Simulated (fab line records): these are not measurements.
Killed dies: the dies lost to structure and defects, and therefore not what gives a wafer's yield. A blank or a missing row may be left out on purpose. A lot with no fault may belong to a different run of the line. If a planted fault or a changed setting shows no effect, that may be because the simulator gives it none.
Which tool was responsible? / flow gf180mcu / Sampling: 14 lots, 42 wafers, 2 of 602 route steps

## WHAT THE GAUGES SHOWED, per wafer
GF_SALICIDE_THK_MEAS_05: measures by xrf.
lot=L436; measured=day 15 09:55; on=film-metro-04; SALICIDE_TIN_THK (nm)=20.16 20.00 19.95
lot=L437; measured=day 16 01:13; on=film-metro-01; SALICIDE_TIN_THK (nm)=20.26 20.50 20.23
lot=L441; measured=day 17 09:52; on=film-metro-01; SALICIDE_TIN_THK (nm)=19.97 19.81 19.71
lot=L442; measured=day 17 12:18; on=film-metro-01; SALICIDE_TIN_THK (nm)=20.04 19.95 19.80
lot=L443; measured=day 17 21:47; on=film-metro-04; SALICIDE_TIN_THK (nm)=19.94 19.78 19.94
lot=L444; measured=day 18 15:29; on=film-metro-04; SALICIDE_TIN_THK (nm)=20.12 20.34 20.13
lot=L445; measured=day 18 23:28; on=film-metro-02; SALICIDE_TIN_THK (nm)=20.50 20.32 20.41
lot=L449; measured=day 20 06:59; on=film-metro-01; SALICIDE_TIN_THK (nm)=19.98 19.56 20.16
lot=L451; measured=day 21 01:53; on=film-metro-04; SALICIDE_TIN_THK (nm)=20.52 20.57 20.45
lot=L452; measured=day 21 08:23; on=film-metro-04; SALICIDE_TIN_THK (nm)=20.14 20.08 20.05
lot=L453; measured=day 21 18:14; on=film-metro-04; SALICIDE_TIN_THK (nm)=20.31 20.28 20.31
lot=L454; measured=day 21 20:49; on=film-metro-04; SALICIDE_TIN_THK (nm)=19.98 19.86 20.13
lot=L455; measured=day 22 10:58; on=film-metro-02; SALICIDE_TIN_THK (nm)=20.71 20.46 20.52
lot=L458; measured=day 23 10:19; on=film-metro-02; SALICIDE_TIN_THK (nm)=20.10 19.93 19.87

## WHICH TOOL RAN EACH LOT (tool, then ch and the chambers of the sampled wafers, then the start)
lot=L436; GF_HV_LDD_IMPLANT_35=implanter-02 ch 0, day 11 21:04
lot=L437; GF_HV_LDD_IMPLANT_35=implanter-01 ch 0, day 12 09:06
lot=L441; GF_HV_LDD_IMPLANT_35=implanter-02 ch 0, day 13 15:15
lot=L442; GF_HV_LDD_IMPLANT_35=implanter-03 ch 0, day 13 16:08
lot=L443; GF_HV_LDD_IMPLANT_35=implanter-02 ch 0, day 13 23:40
lot=L444; GF_HV_LDD_IMPLANT_35=implanter-02 ch 0, day 14 17:21
lot=L445; GF_HV_LDD_IMPLANT_35=implanter-03 ch 0, day 14 23:35
lot=L449; GF_HV_LDD_IMPLANT_35=implanter-01 ch 0, day 16 04:22
lot=L451; GF_HV_LDD_IMPLANT_35=implanter-01 ch 0, day 16 21:07
lot=L452; GF_HV_LDD_IMPLANT_35=implanter-01 ch 0, day 17 04:05
lot=L453; GF_HV_LDD_IMPLANT_35=implanter-01 ch 0, day 17 13:07
lot=L454; GF_HV_LDD_IMPLANT_35=implanter-03 ch 0, day 17 17:02
lot=L455; GF_HV_LDD_IMPLANT_35=implanter-02 ch 0, day 18 06:04
lot=L458; GF_HV_LDD_IMPLANT_35=implanter-03 ch 0, day 19 05:50
- GF_HV_LDD_IMPLANT_35

## AS READ BY THE TOOLS THEMSELVES (means over the sampled wafers that have a number; for cases with no such wafer, the mark the record gives instead)
GF_HV_LDD_IMPLANT_35.
lot=L436 tool=implanter-02 dose-ions-cm2=7.488e+12 faraday-current-uA=42.2
lot=L437 tool=implanter-01 dose-ions-cm2=7.504e+12 faraday-current-uA=42.4
lot=L441 tool=implanter-02 dose-ions-cm2=7.995e+12 faraday-current-uA=45.4
lot=L442 tool=implanter-03 dose-ions-cm2=7.501e+12 faraday-current-uA=42.1
lot=L443 tool=implanter-02 dose-ions-cm2=8.003e+12 faraday-current-uA=45.3
lot=L444 tool=implanter-02 dose-ions-cm2=7.977e+12 faraday-current-uA=44.5
lot=L445 tool=implanter-03 dose-ions-cm2=7.504e+12 faraday-current-uA=42.8
lot=L449 tool=implanter-01 dose-ions-cm2=7.488e+12 faraday-current-uA=41.8
lot=L451 tool=implanter-01 dose-ions-cm2=7.505e+12 faraday-current-uA=41.7
lot=L452 tool=implanter-01 dose-ions-cm2=7.506e+12 faraday-current-uA=41.3
lot=L453 tool=implanter-01 dose-ions-cm2=7.492e+12 faraday-current-uA=41.7
lot=L454 tool=implanter-03 dose-ions-cm2=7.509e+12 faraday-current-uA=41.8
lot=L455 tool=implanter-02 dose-ions-cm2=7.498e+12 faraday-current-uA=42.8
lot=L458 tool=implanter-03 dose-ions-cm2=7.502e+12 faraday-current-uA=42.4

## THE ANSWER, worked out from the rows above alone
Rule: what is usual is taken from the lots themselves. The widest of any qualifying gaps counts: lots, ordered by their means at a reading, are off when they make up no more than a third of the lots, leave a main group of 4 or more, and stand apart from it by 3 or more times the standard deviation of that group's means. A main group is skipped when, at the precision printed for the reading in the tables above, its means are all equal. Also off: a lot with no number at a reading for which 4 or more lots have one. Where the step has rows for the other lots, those lots are counted as sound. After the gauges, taken in route order, come the tools' own readings; for these a lot's mean is taken, as printed above. The first step at which some lot is off is used, and at that step the reading that is off furthest; a lot without a number counts as furthest.
Off, at GF_HV_LDD_IMPLANT_35 on dose-ions-cm2: L441, L443, L444. For the main group the mean is 7.500e+12 and the standard deviation 7e+09.
If a tool, at that step or one of the process steps before it, ran each lot that is off and ran no sound lot following the first of them, it fits. Of those tried, none fits.

## WHAT THE SIMULATOR HAD INSERTED
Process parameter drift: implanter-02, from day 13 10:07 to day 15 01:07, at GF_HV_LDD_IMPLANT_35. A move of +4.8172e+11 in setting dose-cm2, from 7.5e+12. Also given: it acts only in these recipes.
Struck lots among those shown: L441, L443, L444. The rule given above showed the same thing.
